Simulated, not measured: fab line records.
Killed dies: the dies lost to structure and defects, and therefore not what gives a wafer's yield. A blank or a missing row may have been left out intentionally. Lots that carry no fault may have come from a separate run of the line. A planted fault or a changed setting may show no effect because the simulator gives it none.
Which tool did it?    flow gf180mcu    21 wafers from 7 lots sampled at 4 of the route's 602 steps

## WHAT THE GAUGES SHOWED, per wafer
GF_MVSD_TW_MEAS_11.
lot   measured     on             MVSD_TW
L600  day 4 22:23  film_metro-01  1572 1581 1589
L603  day 5 14:38  film_metro-01  1579 1589 1590
L605  day 6 06:23  film_metro-01  1578 1577 1580
L607  day 6 14:41  film_metro-01  1579 1586 1588
L609  day 7 01:54  film_metro-01  1591 1587 1588
L611  day 7 14:23  film_metro-02  1579 1574 1578
L619  day 9 10:26  film_metro-01  1591 1592 1583

## EACH LOT AND THE TOOL THAT RAN IT (in order: tool; ch and the chambers of the sampled wafers; start)
lot   GF_DNWELL_STRIP_08                   GF_NWELL_IMPLANT_08             GF_LVPWELL_STRIP_10
L600  plasma_asher-01 ch 0,1, day 3 05:17  implanter-01 ch 0, day 3 18:35  plasma_asher-02 ch 0,1, day 4 08:05
L603  plasma_asher-01 ch 0,1, day 3 20:44  implanter-04 ch 0, day 4 09:58  plasma_asher-04 ch 0,1, day 5 00:17
L605  plasma_asher-02 ch 0,1, day 4 09:26  implanter-02 ch 0, day 4 23:32  plasma_asher-04 ch 0,1, day 5 14:28
L607  plasma_asher-02 ch 0,1, day 4 17:56  implanter-01 ch 0, day 5 07:44  plasma_asher-01 ch 0,1, day 5 23:11
L609  plasma_asher-01 ch 0,1, day 5 05:38  implanter-01 ch 0, day 5 19:28  plasma_asher-04 ch 0,1, day 6 10:43
L611  plasma_asher-01 ch 0,1, day 5 14:41  implanter-01 ch 0, day 6 06:19  plasma_asher-04 ch 0,1, day 6 22:08
L619  plasma_asher-01 ch 0,1, day 7 09:05  implanter-02 ch 0, day 8 00:44  plasma_asher-02 ch 0,1, day 8 17:32
- GF_DNWELL_STRIP_08: strips in O2/N2.
- GF_NWELL_IMPLANT_08
- GF_LVPWELL_STRIP_10: strips in O2/N2.

## THE ANSWER, worked out from the rows above alone
Rule: the usual values come from the lots themselves. The widest of any qualifying gaps counts: lots, ordered by their means at a reading, are off when they make up no more than a third of the lots, leave a main group of 4 or more, and stand apart from it by 3 or more times the standard deviation of that group's means. A main group is skipped when, at the precision printed for the reading in the tables above, its means are all equal. A lot without any number at a reading at which 4 lots or more have one is off too. Where the step has rows for the other lots, those lots are counted as sound.
Nothing can be told from this: no lot is off at any reading shown.

## WHAT THE SIMULATOR HAD PUT IN
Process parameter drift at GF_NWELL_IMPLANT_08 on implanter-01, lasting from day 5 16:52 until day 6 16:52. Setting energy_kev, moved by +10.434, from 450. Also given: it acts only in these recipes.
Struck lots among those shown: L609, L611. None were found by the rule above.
